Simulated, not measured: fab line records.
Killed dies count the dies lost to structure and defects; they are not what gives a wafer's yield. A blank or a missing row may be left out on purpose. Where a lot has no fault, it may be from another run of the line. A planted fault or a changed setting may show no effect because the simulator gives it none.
fab line records	flow sky130
[record] lots = 5	wafers = 15	lastDay = 50
route steps=708 shown METAL4@628 VIA4@639
lots that met no fault: taken from a fault-free run of the same line
startH: start of the lot's first displayed wafer, in hours after the record's first day	waitH: hours since the lot's step before	" same as the row above	L1.1+2: a single row standing in for several wafers	- value missing, or start not given	* or withheld: withheld	< > ~ a bound
route shown NAME@n: names a module that has steps shown in the file, with the first one's number in the route	usual: average and standard deviation across the fault-free wafers	same: alike in all rows	chamber/n: place in a boat	sites: readings site by site	_std_site: standard deviation of those values	_edge_site: mean of outer sites minus mean of inner sites	radiusMm: how far each site lies from the wafer's centre	mask NAME#n: copy n	behind: the last tool/chamber to shape the wafer	hold: cause of the lot's hold/its duration in hours/its outcome	device: transistor that didn't switch, given as n, p or np	end of line: the tests these same wafers got at the end of their route	step lacking rows: just its recipe	killed: dies lost to structure and defects at the first sort, not the wafer's yield	map: shows each die of a wafer: x if killed, . if not, _ if none is there
set.NAME: the setting the step ran with; set.NAME@STEP: the setting that earlier step ran with	model.NAME: the simulator's own value behind a step, which no gauge read
lots seen at some steps along the route; tables by step, rows by wafer
services: the hour from which a tool's chamber was out of use, counted from the record's first day as startH (under 0 if before that day), plus the number of hours and why
[[steps]]
[step SKY_METAL4_DEVELOP_12]
[recipe] developTimeS = 60	resist = KrF-thick	devTempC = 21
[usual] resistLineTempC = 23.03/0.1
lot.wafer	tool	chamber	startH	waitH	resistLineTempC
L076.2	lithoTrack-03	0	-	-	23.04
L076.5	"	0	"	"	22.92
L076.6	"	0	"	"	22.94
L085.2	lithoTrack-04	0	-	-	23.07
L085.4	"	0	"	"	23.07
L085.5	"	0	"	"	23.03
L090.4	lithoTrack-03	0	-	-	23.02
L090.5	"	0	"	"	23.01
L090.6	"	0	"	"	22.99
L095.1	lithoTrack-01	0	-	-	23.02
L095.3	"	0	"	"	23.16
L095.6	"	0	"	"	23.09
L097.1	lithoTrack-03	0	-	-	22.92
L097.2	"	0	"	"	22.91
L097.5	"	0	"	"	23.04
[step SKY_METAL4_CD_MEAS_13]
[recipe] targetCdNm = 300
[usual] cdNm = 299.8/1.5
lot.wafer	tool	chamber	startH	waitH	cdNm
L076.2	cdSem-01	-	996.19	-	298.7
L076.5	"	-	"	"	297.2
L076.6	"	-	"	"	299.2
L085.2	cdSem-02	-	1056.56	-	298.8
L085.4	"	-	"	"	297.0
L085.5	"	-	"	"	298.6
L090.4	cdSem-01	-	1087.23	-	302.1
L090.5	"	-	"	"	299.3
L090.6	"	-	"	"	300.9
L095.1	cdSem-01	-	1114.00	-	298.8
L095.3	"	-	"	"	298.3
L095.6	"	-	"	"	299.7
L097.1	cdSem-02	-	1122.97	-	300.8
L097.2	"	-	"	"	300.3
L097.5	"	-	"	"	301.6
[step SKY_METAL4_OVL_MEAS_14]
[usual] METAL4_OVL = -3/5.2
lot.wafer	tool	chamber	startH	waitH	METAL4_OVL[nm]
L076.2	overlay-01	-	996.30	0.1	-10
L076.5	"	-	"	"	-4
L076.6	"	-	"	"	-4
L085.2	overlay-02	-	1056.66	0.1	-2
L085.4	"	-	"	"	2
L085.5	"	-	"	"	9
L090.4	overlay-01	-	1087.31	0.1	-2
L090.5	"	-	"	"	-12
L090.6	"	-	"	"	-6
L095.1	overlay-01	-	1114.12	0.1	-12
L095.3	"	-	"	"	-5
L095.6	"	-	"	"	-12
L097.1	overlay-01	-	1123.09	0.1	1
L097.2	"	-	"	"	-3
L097.5	"	-	"	"	8
[step SKY_METAL4_DESCUM_15]
[recipe] chemistry = O2	sourcePowerW = 150	biasPowerW = 0	pressureMtorr = 10	tempC = 40	timeS = 8
[usual] drypumpMotorCurrentA = 5.7/0.41	oesProductAu = 1.007/0.011
lot.wafer	tool	chamber	startH	waitH	drypumpMotorCurrentA	oesProductAu	rfHoursCounterH
L076.2	rieMetal-03	0	996.33	0.0	6.3	1.000	20
L076.5	"	0	"	"	6.3	0.997	-
L076.6	"	1	"	"	5.5	1.020	-
L085.2	rieMetal-04	1	1056.69	0.0	6.1	0.998	1
L085.4	"	1	"	"	6.1	0.981	-
L085.5	"	1	"	"	6.1	1.000	-
L090.4	rieMetal-04	1	1087.34	0.0	6.1	1.003	-
L090.5	"	0	"	"	5.3	1.011	-
L090.6	"	1	"	"	6.1	1.005	-
L095.1	rieMetal-03	1	1114.16	0.0	5.4	1.008	14
L095.3	"	0	"	"	6.3	0.986	-
L095.6	"	0	"	"	6.3	0.993	-
L097.1	rieMetal-03	1	1123.13	0.0	5.4	1.029	15
L097.2	"	0	"	"	6.3	0.988	4
L097.5	"	1	"	"	5.5	1.020	-
[step SKY_METAL4_ETCH_16]
[recipe] chemistry = N2/H2	target = BARC	ionEnergyEv = 200	biasW = 100	pressureMtorr = 30	n2FlowSccm = 100	h2FlowSccm = 200	icpW = 500	stopOn = SiO2	timeS = 88.2	targetDepthA = 600
[usual] drypumpMotorCurrentA = 5.7/0.41	oesProductAu = 0.626/0.0046	throttleValvePct = 13.205/0.01
lot.wafer	tool	chamber	startH	waitH	drypumpMotorCurrentA	oesProductAu	rfHoursCounterH	throttleValvePct
L076.2	rieMetal-03	0	996.36	0.0	6.3	0.624	20	13.201
L076.5	"	0	"	"	6.3	0.631	-	13.199
L076.6	"	1	"	"	5.5	0.627	-	13.211
L085.2	rieMetal-04	1	1056.72	0.0	6.1	0.627	1	13.209
L085.4	"	1	"	"	6.1	0.626	-	13.211
L085.5	"	1	"	"	6.1	0.629	-	13.213
L090.4	rieMetal-04	1	1087.39	0.0	6.2	0.630	-	13.214
L090.5	"	0	"	"	5.3	0.625	-	13.199
L090.6	"	1	"	"	6.1	0.626	-	13.191
L095.1	rieMetal-03	1	1114.19	0.0	5.4	0.630	14	13.220
L095.3	"	0	"	"	6.3	0.626	-	13.208
L095.6	"	0	"	"	6.3	0.631	-	13.214
L097.1	rieMetal-03	1	1123.16	0.0	5.4	0.627	15	13.212
L097.2	"	0	"	"	6.3	0.620	4	13.193
L097.5	"	1	"	"	5.4	0.625	-	13.188
[step SKY_METAL4_ETCH_17]
[recipe] target = SiO2	stopOn = TiN	chemistry = C4F8/O2/Ar	sourceW = 1500	biasW = 1200	pressureMtorr = 40	c4f8FlowSccm = withheld	O2_flow_sccm = 6	Ar_flow_sccm = 300	timeS = 3.9	targetDepthA = 150
[usual] oesProductAu = 0.753/0.0067
lot.wafer	tool	chamber	startH	waitH	oesProductAu	rfHoursCounterH
L076.2	rieDiel-01	0	996.46	0.1	0.747	18
L076.5	"	3	"	"	0.763	-
L076.6	"	0	"	"	0.748	-
L085.2	rieDiel-04	2	1056.82	0.1	0.748	3
L085.4	"	3	"	"	0.758	16
L085.5	"	2	"	"	0.756	-
L090.4	rieDiel-04	3	1087.46	0.0	0.759	16
L090.5	"	0	"	"	0.763	-
L090.6	"	3	"	"	0.756	-
L095.1	rieDiel-03	0	1114.29	0.1	0.742	27
L095.3	"	2	"	"	0.745	26
L095.6	"	2	"	"	0.755	-
L097.1	rieDiel-01	1	1123.26	0.1	0.748	14
L097.2	"	0	"	"	0.750	22
L097.5	"	1	"	"	0.755	-
[step SKY_METAL4_METAL_ETCH_18]
[recipe] targetDepthA = 8450	stopOn = SiO2	overEtchFrac = 0.3	timeS = 183.1	chemistry = Cl2/BCl3	resistSidewallDeg = 88	pressureMtorr = 10	icpW = 900	biasW = 48.5	Cl2_flow_sccm = 60	bcl3FlowSccm = 30
[usual] drypumpMotorCurrentA = 5.8/0.42	mfcCl2Sccm = 60.00/0.17	oesProductAu = 0.866/0.0065	throttleValvePct = 22.264/0.0092
lot.wafer	tool	chamber	startH	waitH	drypumpMotorCurrentA	mfcCl2Sccm	oesProductAu	rfHoursCounterH	throttleValvePct
L076.2	rieMetal-01	1	996.47	0.0	5.4	59.78	0.866	10	22.270
L076.5	"	1	"	"	5.4	60.13	0.875	-	22.272
L076.6	"	0	"	"	6.2	59.87	0.866	-	22.267
L085.2	rieMetal-01	0	1056.90	0.1	6.2	60.18	0.874	-	22.271
L085.4	"	0	"	"	6.2	60.22	0.862	-	22.242
L085.5	"	0	"	"	6.2	60.04	0.873	-	22.255
L090.4	rieMetal-03	0	1087.65	0.2	6.3	60.31	0.862	-	22.281
L090.5	"	0	"	"	6.3	60.16	0.867	-	22.255
L090.6	"	0	"	"	6.3	60.26	0.851	-	22.265
L095.1	rieMetal-01	0	1114.31	0.0	6.2	60.06	0.881	22	22.272
L095.3	"	0	"	"	6.2	60.20	0.878	-	22.262
L095.6	"	0	"	"	6.2	59.84	0.866	-	22.267
L097.1	rieMetal-01	1	1123.27	0.0	5.4	60.09	0.862	19	22.252
L097.2	"	0	"	"	6.2	60.03	0.867	23	22.272
L097.5	"	1	"	"	5.4	60.16	0.873	-	22.260
[step SKY_METAL4_STRIP_19]
[recipe] chemistry = O2/N2	powerW = 1400	pressureMtorr = 1500	platenTempC = withheld	o2FlowSccm = 3000	n2FlowSccm = 300	overashFraction = 0.5
[usual] drypumpMotorCurrentA = 5.6/0.45	o2FlowSccm = 3000/8.2	oesProductAu = 0.501/0.0056	stripTimeToEndpointS = 6.48/0.085
lot.wafer	tool	chamber	startH	waitH	drypumpMotorCurrentA	o2FlowSccm	oesProductAu	rfHoursCounterH	stripTimeToEndpointS
L076.2	plasmaAsher-02	0	996.65	0.1	5.3	3010	0.496	121	6.57
L076.5	"	1	"	"	6.3	2996	0.506	-	6.60
L076.6	"	0	"	"	5.3	3006	0.500	-	6.35
L085.2	plasmaAsher-01	0	1057.20	0.2	5.3	3008	0.492	61	6.43
L085.4	"	1	"	"	6.1	3002	0.491	-	6.38
L085.5	"	1	"	"	6.1	3003	0.501	-	6.35
L090.4	plasmaAsher-01	0	1087.86	0.2	5.3	3007	0.499	-	6.61
L090.5	"	0	"	"	5.4	3021	0.508	-	6.56
L090.6	"	1	"	"	6.1	2994	0.506	-	6.52
L095.1	plasmaAsher-03	1	1114.48	0.1	5.1	3004	0.496	97	6.37
L095.3	"	1	"	"	5.1	2997	0.494	-	6.40
L095.6	"	0	"	"	5.6	2999	0.497	-	6.38
L097.1	plasmaAsher-01	1	1123.45	0.1	6.1	3005	0.505	67	6.59
L097.2	"	0	"	"	5.3	3004	0.492	67	6.41
L097.5	"	0	"	"	5.3	3005	0.509	-	6.59
[step SKY_METAL4_STRIP_20]
[recipe] chemistry = postEtchResidueRemover	timeS = 1200	tempC = 72.5
lot.wafer	tool	chamber	startH	waitH
L076.2+5+6	wetBench-03	3	996.75	0.1
L085.2+4+5	wetBench-04	0	1057.30	0.1
L090.4+5+6	wetBench-02	1	1087.93	0.0
L095.1+3+6	wetBench-03	1	1114.58	0.1
L097.1+2+5	wetBench-02	3	1123.55	0.1
[step SKY_METAL4_CLEAN_21]
[recipe] chemistry = IPA	timeS = 180	tempC = 25
lot.wafer	tool	chamber	startH	waitH
L076.2+5+6	wetBench-04	0	997.09	0.0
L085.2+4+5	wetBench-04	0	1057.67	0.0
L090.4+5+6	wetBench-03	3	1088.27	0.0
L095.1+3+6	wetBench-04	2	1114.96	0.0
L097.1+2+5	wetBench-03	1	1123.93	0.0
[step SKY_METAL4_CLEAN_22]
[recipe] chemistry = O3/DIW	dry = n2Spin
lot.wafer	tool	chamber	startH	waitH
L076.2+5+6	wetBench-02	2	997.21	0.0
L085.2+4+5	wetBench-04	2	1057.73	0.0
L090.4+5+6	wetBench-04	3	1088.33	0.0
L095.1+3+6	wetBench-04	3	1115.01	0.0
L097.1+2+5	wetBench-04	2	1124.06	0.0
[step SKY_VIA4_HDPCVD_00]
[recipe] material = SiO2	targetThkNm = 1750	sigmaOpenFrac = 0.3	timeS = 291.7	tempC = 400	sih4FlowSccm = 60	pressureMtorr = 6
[usual] pressureMtorr = 5.999/0.011
lot.wafer	tool	chamber	startH	waitH	pressureMtorr
L076.2	hdpcvd-02	0	997.30	0.0	6.011
L076.5	"	1	"	"	5.998
L076.6	"	2	"	"	6.008
L085.2	hdpcvd-02	2	1057.83	0.0	5.997
L085.4	"	2	"	"	6.013
L085.5	"	1	"	"	5.999
L090.4	hdpcvd-01	0	1088.51	0.1	5.987
L090.5	"	1	"	"	5.997
L090.6	"	2	"	"	6.030
L095.1	hdpcvd-02	2	1115.11	0.0	5.996
L095.3	"	1	"	"	6.011
L095.6	"	0	"	"	5.994
L097.1	hdpcvd-02	1	1124.16	0.0	6.014
L097.2	"	0	"	"	5.983
L097.5	"	1	"	"	5.994
[step SKY_VIA4_THK_MEAS_01]
[recipe] reads = SiO2_of_VIA4_HDPCVD_00
[usual] VIA4_HDPCVD_THK = 1748/23
lot.wafer	tool	chamber	startH	waitH	VIA4_HDPCVD_THK[nm]
L076.2	filmMetro-03	-	997.49	0.1	1744
L076.5	"	-	"	"	1763
L076.6	"	-	"	"	1740
L085.2	filmMetro-02	-	1058.02	0.1	1768
L085.4	"	-	"	"	1762
L085.5	"	-	"	"	1774
L090.4	filmMetro-03	-	1088.63	0.0	1711
L090.5	"	-	"	"	1697
L090.6	"	-	"	"	1745
L095.1	filmMetro-03	-	1115.28	0.1	1772
L095.3	"	-	"	"	1778
L095.6	"	-	"	"	1752
L097.1	filmMetro-03	-	1124.33	0.1	1778
L097.2	"	-	"	"	1750
L097.5	"	-	"	"	1783
[step SKY_VIA4_CMP_02]
[recipe] material = SiO2	downForcePsi = 4	platenRpm = 60	padVelocityMS = 0.94248
[usual] motorCurrentA = 11.5/1.3	slurryFilterDpKPa = 13.51/0.13
lot.wafer	tool	chamber	startH	waitH	motorCurrentA	slurryFilterDpKPa
L076.2	cmp-02	1	997.54	0.0	11.1	13.31
L076.5	"	1	"	"	11.5	13.89
L076.6	"	2	"	"	14.4	13.25
L085.2	cmp-01	2	1058.07	0.0	10.1	13.51
L085.4	"	0	"	"	13.0	13.68
L085.5	"	3	"	"	12.0	13.53
L090.4	cmp-01	3	1088.66	0.0	11.9	13.38
L090.5	"	3	"	"	12.1	13.66
L090.6	"	0	"	"	12.0	13.43
L095.3	cmp-01	2	1115.34	0.0	10.4	13.63
L095.1	"	3	"	"	11.7	13.57
L095.6	"	3	"	"	11.7	13.58
L097.1	cmp-01	1	1124.44	0.1	9.4	13.18
L097.2	"	3	"	"	11.5	13.58
L097.5	"	1	"	"	10.2	13.49
[step SKY_VIA4_BOW_MEAS_03]
[recipe] mode = bow
[usual] VIA4_BOW = 78/7.5
lot.wafer	tool	chamber	startH	waitH	VIA4_BOW[um]
L076.2	filmMetro-04	-	997.86	0.3	89
L076.5	"	-	"	"	84
L076.6	"	-	"	"	90
L085.2	filmMetro-03	-	1058.39	0.3	80
L085.4	"	-	"	"	63
L085.5	"	-	"	"	75
L090.4	filmMetro-03	-	1089.02	0.3	77
L090.5	"	-	"	"	78
L090.6	"	-	"	"	82
L095.1	filmMetro-02	-	1115.64	0.2	82
L095.3	"	-	"	"	80
L095.6	"	-	"	"	84
L097.1	filmMetro-02	-	1124.69	0.2	77
L097.2	"	-	"	"	55
L097.5	"	-	"	"	73
[step SKY_VIA4_DEHYDRATE_04]
[recipe] tempC = 200	timeS = 60
[usual] resistLineTempC = 22.96/0.11
lot.wafer	tool	chamber	startH	waitH	resistLineTempC
L076.2	lithoTrack-02	0	1009.30	11.4	23.02
L076.5	"	0	"	"	22.88
L076.6	"	0	"	"	22.91
L085.2	lithoTrack-04	0	1068.36	9.9	23.03
L085.4	"	0	"	"	23.23
L085.5	"	0	"	"	23.14
L090.4	lithoTrack-01	0	1098.47	9.4	22.97
L090.5	"	0	"	"	23.05
L090.6	"	0	"	"	22.99
L095.1	lithoTrack-04	0	1124.89	9.2	22.98
L095.3	"	0	"	"	22.94
L095.6	"	0	"	"	23.00
L097.1	lithoTrack-01	0	1133.80	9.1	23.08
L097.2	"	0	"	"	23.03
L097.5	"	0	"	"	23.01
[step SKY_VIA4_HMDS_05]
[recipe] primeTimeS = 60	primeTempC = 120
[usual] resistLineTempC = 23.02/0.11
lot.wafer	tool	chamber	startH	waitH	resistLineTempC
L076.2	lithoTrack-02	0	1009.45	0.1	22.79
L076.5	"	0	"	"	23.01
L076.6	"	0	"	"	22.89
L085.2	lithoTrack-04	0	1068.51	0.1	22.90
L085.4	"	0	"	"	22.93
L085.5	"	0	"	"	23.12
L090.4	lithoTrack-01	0	1098.62	0.1	22.95
L090.5	"	0	"	"	23.09
L090.6	"	0	"	"	22.96
L095.1	lithoTrack-04	0	1125.04	0.1	22.98
L095.3	"	0	"	"	22.96
L095.6	"	0	"	"	22.86
L097.1	lithoTrack-01	0	1133.95	0.1	23.13
L097.2	"	0	"	"	23.08
L097.5	"	0	"	"	23.16
[step SKY_VIA4_COAT_06]
[recipe] resist = NOVOLAK	spinRpm = 3000	resistThkNm = 1140
[usual] resistLineTempC = 22.99/0.12
lot.wafer	tool	chamber	startH	waitH	resistLineTempC
L076.2	lithoTrack-02	0	1009.60	0.1	23.01
L076.5	"	0	"	"	23.01
L076.6	"	0	"	"	23.16
L085.2	lithoTrack-04	0	1068.66	0.1	23.00
L085.4	"	0	"	"	23.27
L085.5	"	0	"	"	23.12
L090.4	lithoTrack-01	0	1098.77	0.1	23.00
L090.5	"	0	"	"	22.82
L090.6	"	0	"	"	22.93
L095.1	lithoTrack-04	0	1125.19	0.1	23.04
L095.3	"	0	"	"	23.24
L095.6	"	0	"	"	23.05
L097.1	lithoTrack-01	0	1134.10	0.1	22.99
L097.2	"	0	"	"	22.95
L097.5	"	0	"	"	22.94
[step SKY_VIA4_SOFTBAKE_07]
[recipe] tempC = 90	timeS = 60	resist = NOVOLAK
[usual] resistLineTempC = 23.00/0.1
lot.wafer	tool	chamber	startH	waitH	resistLineTempC
L076.2	lithoTrack-02	0	1009.75	0.1	23.03
L076.5	"	0	"	"	23.06
L076.6	"	0	"	"	23.03
L085.2	lithoTrack-04	0	1068.81	0.1	23.10
L085.4	"	0	"	"	23.19
L085.5	"	0	"	"	23.03
L090.4	lithoTrack-01	0	1098.92	0.1	23.33
L090.5	"	0	"	"	23.13
L090.6	"	0	"	"	23.12
L095.1	lithoTrack-04	0	1125.34	0.1	22.83
L095.3	"	0	"	"	22.98
L095.6	"	0	"	"	22.97
L097.1	lithoTrack-01	0	1134.25	0.1	22.99
L097.2	"	0	"	"	22.93
L097.5	"	0	"	"	22.92
[step SKY_VIA4_EXPOSE_08]
[recipe] maskId = VIM4	na = 0.6	sourceShape = conventional	sigmaOuter = 0.6	polarization = unpolarized	targetCdNm = 800	doseMj = 132
[usual] stageVelMmS = 500.01/0.25
lot.wafer	tool	chamber	startH	waitH	mask	stageVelMmS
L076.2	ilineStepper-01	0	-	-	VIM4#0	500.42
L076.5	"	0	"	"	VIM4#0	500.27
L076.6	"	0	"	"	VIM4#0	499.97
L085.2	ilineStepper-01	0	-	-	VIM4#0	499.70
L085.4	"	0	"	"	VIM4#0	500.31
L085.5	"	0	"	"	VIM4#0	499.81
L090.4	ilineStepper-01	0	-	-	VIM4#0	499.93
L090.5	"	0	"	"	VIM4#0	499.86
L090.6	"	0	"	"	VIM4#0	499.67
L095.1	ilineStepper-01	0	-	-	VIM4#0	500.47
L095.3	"	0	"	"	VIM4#0	500.22
L095.6	"	0	"	"	VIM4#0	500.17
L097.1	ilineStepper-02	0	-	-	VIM4#0	500.26
L097.2	"	0	"	"	VIM4#0	499.72
L097.5	"	0	"	"	VIM4#0	499.87
[step SKY_VIA4_PEB_09]
[recipe] tempC = withheld	timeS = *	resist = NOVOLAK
[usual] resistLineTempC = *
lot.wafer	tool	chamber	startH	waitH	resistLineTempC
L076.2	lithoTrack-02	0	-	-	*
L076.5	"	0	"	"	*
L076.6	"	0	"	"	*
L085.2	lithoTrack-04	0	-	-	*
L085.4	"	0	"	"	*
L085.5	"	0	"	"	*
L090.4	lithoTrack-02	0	-	-	*
L090.5	"	0	"	"	*
L090.6	"	0	"	"	*
L095.1	lithoTrack-04	0	-	-	*
L095.3	"	0	"	"	*
L095.6	"	0	"	"	*
L097.1	lithoTrack-02	0	-	-	*
L097.2	"	0	"	"	*
L097.5	"	0	"	"	*
[step SKY_VIA4_DEVELOP_10]
[recipe] resist = NOVOLAK	developer = TMAH	developTimeS = 60	devTempC = 23
[usual] resistLineTempC = 23.00/0.093
lot.wafer	tool	chamber	startH	waitH	resistLineTempC
L076.2	lithoTrack-02	0	1020.70	0.1	23.10
L076.5	"	0	"	"	23.06
L076.6	"	0	"	"	23.01
L085.2	lithoTrack-04	0	1079.11	0.1	22.80
L085.4	"	0	"	"	22.95
L085.5	"	0	"	"	23.10
L090.4	lithoTrack-02	0	1108.56	0.1	23.06
L090.5	"	0	"	"	23.17
L090.6	"	0	"	"	23.19
L095.1	lithoTrack-04	0	1134.54	0.1	22.97
L095.3	"	0	"	"	22.99
L095.6	"	0	"	"	22.95
L097.1	lithoTrack-02	0	1143.43	0.1	22.86
L097.2	"	0	"	"	22.93
L097.5	"	0	"	"	23.04
[step SKY_VIA4_OVL_MEAS_11]
[usual] VIA4_OVL = -0.9/1.3
lot.wafer	tool	chamber	startH	waitH	VIA4_OVL[nm]
L076.2	overlay-01	-	1020.84	0.1	-2.4
L076.5	"	-	"	"	-0.8
L076.6	"	-	"	"	-3.8
L085.2	overlay-02	-	1079.24	0.1	-2.4
L085.4	"	-	"	"	-3.9
L085.5	"	-	"	"	-2.6
L090.4	overlay-02	-	1108.65	0.1	-0.8
L090.5	"	-	"	"	-1.9
L090.6	"	-	"	"	-1.2
L095.1	overlay-01	-	1134.69	0.1	-2.3
L095.3	"	-	"	"	-1.5
L095.6	"	-	"	"	-1.8
L097.1	overlay-02	-	1143.58	0.1	-0.2
L097.2	"	-	"	"	-0.2
L097.5	"	-	"	"	-1.3
[step SKY_VIA4_ETCH_12]
[recipe] target = SiO2	chemistry = C4F8/O2/Ar	stopOn = TiN	maskMaterial = NOVOLAK	sourceW = 1500	biasW = 1200	pressureMtorr = 40	c4f8FlowSccm = withheld	O2_flow_sccm = 6	Ar_flow_sccm = 300	timeS = withheld	targetDepthA = 5800
[usual] oesProductAu = 0.926/0.0046
lot.wafer	tool	chamber	startH	waitH	oesProductAu
L076.2	rieDiel-02	0	1020.87	0.0	0.929
L076.5	"	3	"	"	0.931
L076.6	"	0	"	"	0.923
L085.2	rieDiel-02	1	1079.27	0.0	0.930
L085.4	"	0	"	"	0.935
L085.5	"	1	"	"	0.925
L090.4	rieDiel-02	1	1108.67	0.0	0.918
L090.5	"	2	"	"	0.925
L090.6	"	1	"	"	0.923
L095.1	rieDiel-04	2	1134.72	0.0	0.919
L095.3	"	0	"	"	0.930
L095.6	"	2	"	"	0.927
L097.1	rieDiel-02	0	1143.62	0.0	0.923
L097.2	"	1	"	"	0.925
L097.5	"	0	"	"	0.923
[step SKY_VIA4_STRIP_13]
[recipe] chemistry = O2/N2	powerW = 1400	pressureMtorr = 1500	platenTempC = withheld	o2FlowSccm = 3000	n2FlowSccm = 300	overashFraction = 0.5
[usual] drypumpMotorCurrentA = 5.7/0.49	o2FlowSccm = 3000/8.8	oesProductAu = 0.709/0.0047	stripTimeToEndpointS = 12.809/0.03
lot.wafer	tool	chamber	startH	waitH	drypumpMotorCurrentA	o2FlowSccm	oesProductAu	rfHoursCounterH	stripTimeToEndpointS
L076.2	plasmaAsher-03	0	1020.94	-	5.6	2994	0.707	87	12.774
L076.5	"	1	"	"	5.1	3010	0.721	-	12.810
L076.6	"	0	"	"	5.6	2998	0.707	-	12.833
L085.2	plasmaAsher-04	1	1079.34	-	6.4	2996	0.708	34	12.836
L085.4	"	1	"	"	6.4	2989	0.712	-	12.817
L085.5	"	0	"	"	5.3	2997	0.710	-	12.775
L090.4	plasmaAsher-04	1	1108.77	-	6.4	3001	0.702	-	12.816
L090.5	"	1	"	"	6.4	2991	0.705	-	12.823
L090.6	"	0	"	"	5.3	2999	0.713	-	12.803
L095.1	plasmaAsher-01	1	1134.80	-	6.1	2999	0.706	68	12.858
L095.3	"	0	"	"	5.4	3005	0.702	-	12.764
L095.6	"	1	"	"	6.1	3016	0.709	-	12.884
L097.1	plasmaAsher-03	0	1143.69	-	5.6	2988	0.711	100	12.773
L097.2	"	1	"	"	5.1	3017	0.712	100	12.782
L097.5	"	0	"	"	5.6	3000	0.711	-	12.811
[step SKY_VIA4_STRIP_14]
[recipe] chemistry = postEtchResidueRemover	timeS = 1200	tempC = 72.5
lot.wafer	tool	chamber	startH	waitH
L076.2+5+6	wetBench-02	0	1021.04	0.1
L085.2+4+5	wetBench-02	2	1079.44	0.1
L090.4+5+6	wetBench-03	3	1108.84	0.0
L095.1+3+6	wetBench-02	3	1134.90	0.1
L097.1+2+5	wetBench-02	0	1143.79	0.1
[step SKY_VIA4_CLEAN_15]
[recipe] chemistry = IPA	timeS = 180	tempC = 25
lot.wafer	tool	chamber	startH	waitH
L076.2+5+6	wetBench-01	1	1021.38	0.0
L085.2+4+5	wetBench-01	2	1079.79	0.0
L090.4+5+6	wetBench-01	3	1109.21	0.0
L095.1+3+6	wetBench-01	3	1135.24	0.0
L097.1+2+5	wetBench-01	2	1144.47	0.0
[step SKY_VIA4_CLEAN_16]
[recipe] chemistry = O3/DIW	dry = n2Spin
lot.wafer	tool	chamber	startH	waitH
L076.2+5+6	wetBench-03	2	1021.50	0.0
L085.2+4+5	wetBench-03	1	1079.84	0.0
L090.4+5+6	wetBench-03	3	1109.28	0.0
L095.1+3+6	wetBench-03	3	1135.30	0.0
L097.1+2+5	wetBench-02	0	1144.53	0.0
[step SKY_VIA4_SPUTTER_17]
[recipe] material = TiN	targetThkNm = 20	chamberPressurePa = 5	powerW = 4000	timeS = 80
[usual] throttleValvePct = 30.0/0.55
lot.wafer	tool	chamber	startH	waitH	throttleValvePct
L076.2	pvdSputter-02	-	1021.61	0.0	30.1
L076.5	"	-	"	"	29.9
L076.6	"	-	"	"	29.8
L085.2	pvdSputter-02	-	1079.94	0.0	30.6
L085.4	"	-	"	"	29.9
L085.5	"	-	"	"	30.6
L090.4	pvdSputter-03	-	1109.38	0.0	29.8
L090.5	"	-	"	"	30.0
L090.6	"	-	"	"	30.0
L095.1	pvdSputter-04	-	1135.40	0.0	31.1
L095.3	"	-	"	"	29.9
L095.6	"	-	"	"	29.8
L097.1	pvdSputter-03	-	1144.71	0.0	30.0
L097.2	"	-	"	"	29.2
L097.5	"	-	"	"	29.0
[step SKY_VIA4_CVD_18]
[recipe] material = W	targetThkNm = 505	timeS = 152.14	tempC = 400	pressureTorr = 40
[usual] heaterPowerW = 871/58
lot.wafer	tool	chamber	startH	waitH	heaterPowerW	sinceWetCleanH
L076.2	cvdW-01	1	1021.67	0.0	787	104
L076.5	"	1	"	"	812	-
L076.6	"	0	"	"	846	-
L085.2	cvdW-01	1	1080.01	0.0	809	162
L085.4	"	0	"	"	857	-
L085.5	"	1	"	"	811	-
L090.4	cvdW-01	1	1109.49	0.1	800	-
L090.5	"	0	"	"	858	-
L090.6	"	1	"	"	807	-
L095.1	cvdW-02	0	1135.46	0.0	933	731
L095.3	"	0	"	"	927	-
L095.6	"	1	"	"	949	-
L097.1	cvdW-02	1	1144.78	0.0	965	741
L097.2	"	0	"	"	945	741
L097.5	"	1	"	"	953	-
[step SKY_VIA4_RS_MEAS_19]
[recipe] thkMeasGauge = four-point-probe	reads = W_of_VIA4_CVD_18+TiN_of_VIA4_SPUTTER_17
[usual] VIA4_W_RS = 0.2274/0.0025
lot.wafer	tool	chamber	startH	waitH	VIA4_W_RS[ohm/sq]
L076.2	filmMetro-03	-	1021.84	0.1	0.2294
L076.5	"	-	"	"	0.2272
L076.6	"	-	"	"	0.2310
L085.2	filmMetro-04	-	1080.18	0.1	0.2277
L085.4	"	-	"	"	0.2284
L085.5	"	-	"	"	0.2258
L090.4	filmMetro-02	-	1109.65	0.1	0.2242
L090.5	"	-	"	"	0.2267
L090.6	"	-	"	"	0.2262
L095.1	filmMetro-03	-	1135.61	0.1	0.2266
L095.3	"	-	"	"	0.2283
L095.6	"	-	"	"	0.2261
L097.1	filmMetro-03	-	1144.93	0.1	0.2264
L097.2	"	-	"	"	0.2281
L097.5	"	-	"	"	0.2254
[[services]]
tool	chamber	startH	hours	kind
hdpcvd-02	-	972.76	0.7	repair
rieDiel-04	3	974.81	4.3	repair
cvdW-01	-	985.31	6.0	pm
plasmaAsher-01	-	1000.97	6.9	repair
wetBench-03	-	1011.99	0.8	repair
hdpcvd-02	-	1012.74	0.4	repair
rieDiel-02	-	1022.74	2.8	pm
rieDiel-02	0	1038.66	22.4	repair
plasmaAsher-01	-	1040.49	10.1	repair
rieMetal-04	-	1044.85	1.4	pm
rieMetal-04	1	1047.10	5.7	repair
cmp-01	-	1055.68	0.8	repair
rieMetal-01	1	1056.34	3.7	repair
rieDiel-02	2	1061.52	5.9	repair
rieMetal-04	-	1068.89	2.8	pm
rieMetal-03	1	1079.22	8.5	repair
rieDiel-02	1	1094.55	3.2	repair
rieDiel-02	0	1097.19	1.7	repair
plasmaAsher-01	-	1101.83	3.0	repair
plasmaAsher-01	-	1113.24	2.8	pm
rieDiel-04	-	1117.10	2.8	pm
rieMetal-01	-	1135.40	2.8	pm
ilineStepper-01	-	1136.93	1.7	pm
rieDiel-02	2	1140.65	4.7	repair
[[key]]
fault none
